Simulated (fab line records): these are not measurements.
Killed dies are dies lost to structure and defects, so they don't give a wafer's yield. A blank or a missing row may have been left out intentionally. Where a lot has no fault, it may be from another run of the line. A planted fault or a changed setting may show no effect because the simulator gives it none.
Check for tools in common :: flow gf180mcu :: Sample size 13 lots and 45 wafers

== WHY THIS WAS OPENED ==
2 of 13 lots carry a flag on the reading CONTACT_W_RS at GF_CONTACT_RS_MEAS_25. No-fault wafers: 0.384 ohm/sq, standard deviation 0.0047.
Rule: a lot is flagged when every wafer of it that has a number lies more than 4 standard deviations from that mean, or none has a number. As for the other lots, they are considered sound.

lot: L867
measured: day 16 03:17
on: film metro-03
CONTACT_W_RS (ohm/sq), wafer by wafer: 0.385 0.382 0.384
flag: 

lot: L868
measured: day 16 21:18
on: film metro-04
CONTACT_W_RS (ohm/sq), wafer by wafer: 0.386 0.385 0.386
flag: 

lot: L870
measured: day 17 13:49
on: film metro-01
CONTACT_W_RS (ohm/sq), wafer by wafer: 0.385 0.391 0.390
flag: 

lot: L872
measured: day 18 10:41
on: film metro-04
CONTACT_W_RS (ohm/sq), wafer by wafer: 0.378 0.389 0.386
flag: 

lot: L877
measured: day 20 05:35
on: film metro-03
CONTACT_W_RS (ohm/sq), wafer by wafer: 43.671 44.078 43.477 43.664 44.134 43.517
flag: FLAGGED

lot: L878
measured: day 20 10:16
on: film metro-01
CONTACT_W_RS (ohm/sq), wafer by wafer: 42.898 42.852 42.897 42.944 42.918 42.885
flag: FLAGGED

lot: L879
measured: day 21 01:38
on: film metro-01
CONTACT_W_RS (ohm/sq), wafer by wafer: 0.386 0.385 0.386
flag: 

lot: L880
measured: day 21 10:32
on: film metro-03
CONTACT_W_RS (ohm/sq), wafer by wafer: 0.390 0.389 0.388
flag: 

lot: L881
measured: day 21 19:08
on: film metro-03
CONTACT_W_RS (ohm/sq), wafer by wafer: 0.386 0.382 0.381
flag: 

lot: L882
measured: day 21 23:32
on: film metro-03
CONTACT_W_RS (ohm/sq), wafer by wafer: 0.388 0.390 0.397
flag: 

lot: L887
measured: day 23 15:56
on: film metro-01
CONTACT_W_RS (ohm/sq), wafer by wafer: 0.381 0.383 0.377
flag: 

lot: L888
measured: day 24 04:34
on: film metro-04
CONTACT_W_RS (ohm/sq), wafer by wafer: 0.376 0.384 0.376
flag: 

lot: L889
measured: day 24 06:28
on: film metro-04
CONTACT_W_RS (ohm/sq), wafer by wafer: 0.384 0.384 0.381
flag: 
Flagged lots average 43.328 ohm/sq: +42.944 ohm/sq relative to the usual, that is +99 or more standard deviations.

== LOT BY LOT: THE TOOL USED ==
2 process steps preceding the reading are held in the record, out of 602 steps in the route. Every cell lists first the tool, next ch and the chambers used by the sampled wafers, and last the start.
lot: L867
flag: 
GF_CONTACT_SPUTTER_23: pvd sputter-01, day 16 03:07
GF_CONTACT_CVD_24: cvd w-01 ch 1, day 16 03:10

lot: L868
flag: 
GF_CONTACT_SPUTTER_23: pvd sputter-01, day 16 21:10
GF_CONTACT_CVD_24: cvd w-01 ch 0,1, day 16 21:12

lot: L870
flag: 
GF_CONTACT_SPUTTER_23: pvd sputter-04, day 17 13:39
GF_CONTACT_CVD_24: cvd w-02 ch 0,1, day 17 13:41

lot: L872
flag: 
GF_CONTACT_SPUTTER_23: pvd sputter-01, day 18 10:30
GF_CONTACT_CVD_24: cvd w-02 ch 0,1, day 18 10:34

lot: L877
flag: FLAGGED
GF_CONTACT_SPUTTER_23: pvd sputter-03, day 20 05:24
GF_CONTACT_CVD_24: cvd w-02 ch 0,1, day 20 05:27

lot: L878
flag: FLAGGED
GF_CONTACT_SPUTTER_23: pvd sputter-01, day 20 10:05
GF_CONTACT_CVD_24: cvd w-02 ch 0,1, day 20 10:10

lot: L879
flag: 
GF_CONTACT_SPUTTER_23: pvd sputter-03, day 21 01:29
GF_CONTACT_CVD_24: cvd w-02 ch 0, day 21 01:32

lot: L880
flag: 
GF_CONTACT_SPUTTER_23: pvd sputter-03, day 21 10:24
GF_CONTACT_CVD_24: cvd w-02 ch 0,1, day 21 10:26

lot: L881
flag: 
GF_CONTACT_SPUTTER_23: pvd sputter-04, day 21 18:54
GF_CONTACT_CVD_24: cvd w-01 ch 0,1, day 21 18:56

lot: L882
flag: 
GF_CONTACT_SPUTTER_23: pvd sputter-01, day 21 23:18
GF_CONTACT_CVD_24: cvd w-02 ch 0, day 21 23:20

lot: L887
flag: 
GF_CONTACT_SPUTTER_23: pvd sputter-03, day 23 15:48
GF_CONTACT_CVD_24: cvd w-01 ch 0,1, day 23 15:50

lot: L888
flag: 
GF_CONTACT_SPUTTER_23: pvd sputter-04, day 24 04:24
GF_CONTACT_CVD_24: cvd w-01 ch 0,1, day 24 04:26

lot: L889
flag: 
GF_CONTACT_SPUTTER_23: pvd sputter-01, day 24 06:19
GF_CONTACT_CVD_24: cvd w-01 ch 0,1, day 24 06:20
These steps, and what they do:
- GF_CONTACT_SPUTTER_23: material TiN, target thk 10 nm, time 40 s.
- GF_CONTACT_CVD_24: deposits W, target thk 300 nm, time 90.339 s.
- GF_CONTACT_RS_MEAS_25: measures by four-point-probe.

== FLAGGED AGAINST TOTAL, ONE TOOL AT A TIME (gauges that did the reading follow at the end) ==
step: GF_CONTACT_SPUTTER_23
tool: pvd sputter-01
lots run: 6
flagged: 1
share of the flagged lots: some
sound lots run after its first flagged lot: 2 (L882,L889)

step: GF_CONTACT_SPUTTER_23
tool: pvd sputter-03
lots run: 4
flagged: 1
share of the flagged lots: some
sound lots run after its first flagged lot: 3 (L879,L880,L887)

step: GF_CONTACT_SPUTTER_23
tool: pvd sputter-04
lots run: 3
flagged: 0
share of the flagged lots: none
sound lots run after its first flagged lot: -

step: GF_CONTACT_CVD_24
tool: cvd w-01
lots run: 6
flagged: 0
share of the flagged lots: none
sound lots run after its first flagged lot: -

step: GF_CONTACT_CVD_24
tool: cvd w-02
lots run: 7
flagged: 2
share of the flagged lots: all
sound lots run after its first flagged lot: 3 (L879,L880,L882)

step: GF_CONTACT_RS_MEAS_25
tool: film metro-01
lots run: 4
flagged: 1
share of the flagged lots: some
sound lots run after its first flagged lot: 2 (L879,L887)

step: GF_CONTACT_RS_MEAS_25
tool: film metro-03
lots run: 5
flagged: 1
share of the flagged lots: some
sound lots run after its first flagged lot: 3 (L880,L881,L882)

step: GF_CONTACT_RS_MEAS_25
tool: film metro-04
lots run: 4
flagged: 0
share of the flagged lots: none
sound lots run after its first flagged lot: -

== WHAT THE TABLE ALLOWS ==
All flagged lots share 1 row of the table, namely cvd w-02 at GF_CONTACT_CVD_24.
- cvd w-02 at GF_CONTACT_CVD_24: 2 of its 7 lots flagged. Sound lots ran on it after the first flagged one (L879, L880, L882), which a lasting fault on the whole tool wouldn't allow. On the flagged lots its readings are blank where sound lots have values: chamber pressure Torr, heater power outer w, heater power w, susceptor temp C.
Every row of the table either missed a flagged lot or ran a sound lot after the first.

== WHAT WAS PUT IN BY THE SIMULATOR ==
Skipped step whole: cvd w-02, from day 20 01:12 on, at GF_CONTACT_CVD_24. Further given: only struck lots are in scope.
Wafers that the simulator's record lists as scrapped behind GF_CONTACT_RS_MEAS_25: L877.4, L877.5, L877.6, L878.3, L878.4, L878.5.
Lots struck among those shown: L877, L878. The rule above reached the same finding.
